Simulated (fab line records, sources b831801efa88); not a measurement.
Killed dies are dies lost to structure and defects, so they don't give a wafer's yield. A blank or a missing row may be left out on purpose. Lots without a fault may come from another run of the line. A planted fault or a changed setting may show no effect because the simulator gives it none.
Chamber matching | flow gf180mcu | GF_CONTACT_CVD_02 on pecvd-02: 3 sister chambers
The step deposits SiO2 from TEOS, target thk 860 nm, time 95.992 s. 6 wafers are shown with their chamber, then 9 later ones without.

WAFERS WITH THEIR CHAMBER
wafer  | chamber | heater_power_w (W) | susceptor_temp_C (C)
L083.4 | 0       | 545                | 400.15
L084.2 | 2       | 772                | 399.97
L084.5 | 2       | 622                | 400.20
L085.2 | 0       | 527                | 400.01
L085.3 | 1       | 697                | 400.08
L085.6 | 1       | 562                | 400.05

WAFERS WITHOUT THEIR CHAMBER
wafer  | heater_power_w (W) | susceptor_temp_C (C)
L087.1 | 674                | 399.82
L087.3 | 620                | 400.35
L087.4 | 679                | 400.27
L091.1 | 772                | 400.31
L091.3 | 490                | 400.34
L091.6 | 684                | 400.41
L096.2 | 610                | 399.96
L096.4 | 675                | 400.24
L096.5 | 617                | 400.11

WHICH CHAMBER EACH WENT THROUGH
wafer  | from the rows above          | in truth
L087.1 | can't be placed: 1 or 2 or 0 | 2
L087.3 | can't be placed: 2 or 1 or 0 | 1
L087.4 | can't be placed: 2 or 1 or 0 | 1
L091.1 | can't be placed: 2 or 1 or 0 | 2
L091.3 | can't be placed: 0 or 1 or 2 | 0
L091.6 | can't be placed: 2 or 1 or 0 | 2
L096.2 | can't be placed: 1 or 0 or 2 | 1
L096.4 | can't be placed: 2 or 1 or 0 | 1
L096.5 | can't be placed: 1 or 2 or 0 | 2
Placed correctly: 0 of 9. Can't be placed from these rows: 9 (the true chamber is among the candidates in 9). Placed wrongly: 0.
How it was worked out, from the rows above alone: a wafer's distance from a chamber is the root of the sum, over the readings, of the square of ((its reading less the chamber's mean) divided by the reading's scatter). The wafer belongs to the nearest chamber; if the next one is less than 2 further off, it can't be placed. A chamber's mean is the mean of its shown wafers. The scatter: the root of (the sum of the squares of (reading less its chamber's mean) over the shown wafers, divided by (wafers less chambers)).
